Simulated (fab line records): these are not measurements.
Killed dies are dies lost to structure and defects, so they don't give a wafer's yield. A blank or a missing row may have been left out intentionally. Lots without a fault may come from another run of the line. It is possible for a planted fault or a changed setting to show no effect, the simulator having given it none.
A struck lot beside a sound one -- flow sky130 -- 24 out of 708 route steps
Sound: these wafers, L434.1, L434.2, L434.3. The struck wafers were L432.1, L432.3, L432.4. The cause comes at the end.
Per side, at each step with rows, come the tool, then ch with its chambers, and then its first start. Under that, the readings that differ: sound wafers -- struck wafers -- difference of the means -- sigmas: that difference in standard deviations of wafers without a fault.
alike: a reading whose means differ by less than 2 such deviations, as well as words and numbers matching on both sides. not compared: withheld readings; readings where some wafer has no value; bounds like >300 that might hide an equal value; numbers whose values overlap and for which the record gives no deviation.
Wherever a step has rows on one side only, a row that says differs or no value, or a row with sigmas, the two part there. Numbers that don't overlap but have no deviation are shown without sigmas and don't part them. A reading missing from all wafers of one side parts the sides only when that side holds two or more wafers.

first, 4 steps without rows for these wafers: SKY_CAP2M_SOFTBAKE_08 (time 60 s); SKY_CAP2M_EXPOSE_09 (exposes mask CAP2M, target cd 1000 nm); SKY_CAP2M_PEB_10; SKY_CAP2M_DEVELOP_11 (develop time 60 s).
SKY_CAP2M_OVL_MEAS_12:
  struck on overlay-01, day 42 11:24; sound on overlay-02, day 43 02:03
  alike: CAP2M_OVL
SKY_CAP2M_METAL_ETCH_13: etches TiN in Cl2/BCl3, stops on SiO2, target depth 220 nm, time 62.9 s.
  sound on rie-metal-01 ch 0, day 43 02:05; struck on rie-metal-02 ch 0, day 42 11:26
  alike: drypump-motor-current-A, oes-product-au, throttle-valve-pct
  not compared: rf-hours-counter-h
SKY_CAP2M_STRIP_14: strips in O2/N2.
  sound on plasma-asher-03 ch 0,1, day 43 02:14; struck on plasma-asher-01 ch 0,1, day 42 11:35
reading,sound,struck,difference,sigmas
strip-time-to-endpoint-s (s),12.57 12.48 12.52,12.67 12.65 12.68,+0.14,+3
  alike: drypump-motor-current-A, oes-product-au
  not compared: rf-hours-counter-h
then, 5 steps without rows for these wafers: SKY_CAP2M_STRIP_15 (strips in post etch residue remover, time 1200 s); SKY_CAP2M_CLEAN_16 (cleans in IPA, time 180 s); SKY_CAP2M_CLEAN_17 (cleans in O3/DIW); SKY_METAL4_DEHYDRATE_05 (time 60 s); SKY_METAL4_HMDS_06 (prime time 60 s).
SKY_METAL4_COAT_07: resist thk 60 nm.
  sound on litho-track-02 ch 0, day 43 13:25; struck on litho-track-01 ch 0, day 42 21:46
reading,sound,struck,difference,sigmas
spin-speed-rpm (rpm),3000.3 3001.6 3000.2,2997.4 2997.6 2996.2,-3.6,-2
then, 5 steps without rows for these wafers: SKY_METAL4_COAT_08 (resist thk 1140 nm); SKY_METAL4_SOFTBAKE_09 (time 90 s); SKY_METAL4_EXPOSE_10 (exposes mask MM4, target cd 300 nm); SKY_METAL4_PEB_11; SKY_METAL4_DEVELOP_12 (develop time 60 s).
SKY_METAL4_CD_MEAS_13: target cd 300 nm.
  struck on cd-sem-02, day 43 10:18; sound on cd-sem-02, day 43 23:58
  alike: cd-nm
SKY_METAL4_OVL_MEAS_14:
  struck on overlay-02, day 43 10:25; sound on overlay-01, day 44 00:05
  alike: METAL4_OVL
SKY_METAL4_DESCUM_15: chemistry O2, time 8 s.
  sound on rie-metal-03 ch 0,1, day 44 00:07; struck on rie-metal-04 ch 0,1, day 43 10:28
  alike: drypump-motor-current-A, oes-product-au
  not compared: rf-hours-counter-h
SKY_METAL4_ETCH_16: etches BARC in N2/H2, stops on SiO2, time 88.2 s, target depth 60 nm.
  sound on rie-metal-03 ch 0,1, day 44 00:09; struck on rie-metal-04 ch 0,1, day 43 10:29
reading,sound,struck,difference,sigmas
model.etch.depth-nm (nm),60.24 60.25 60.09,61.74 61.62 61.6,+1.46,
  alike: drypump-motor-current-A, oes-product-au, throttle-valve-pct
  not compared: rf-hours-counter-h
SKY_METAL4_ETCH_17: etches SiO2 in C4F8/O2/Ar, stops on TiN, time 3.9 s, target depth 15 nm.
  sound on rie-diel-03 ch 0,2,3, day 44 00:15; struck on rie-diel-04 ch 0,2,3, day 43 10:35
  alike: oes-product-au
  not compared: rf-hours-counter-h
SKY_PAD_OPEN_PROBE_99:
  the record holds rows for the sound wafers here (prober-01, day 47 16:56) but none for the struck ones

## WHERE THEY PART
At SKY_CAP2M_STRIP_14 first; at SKY_PAD_OPEN_PROBE_99 last (within this record only).

WHY: what the simulator had put in
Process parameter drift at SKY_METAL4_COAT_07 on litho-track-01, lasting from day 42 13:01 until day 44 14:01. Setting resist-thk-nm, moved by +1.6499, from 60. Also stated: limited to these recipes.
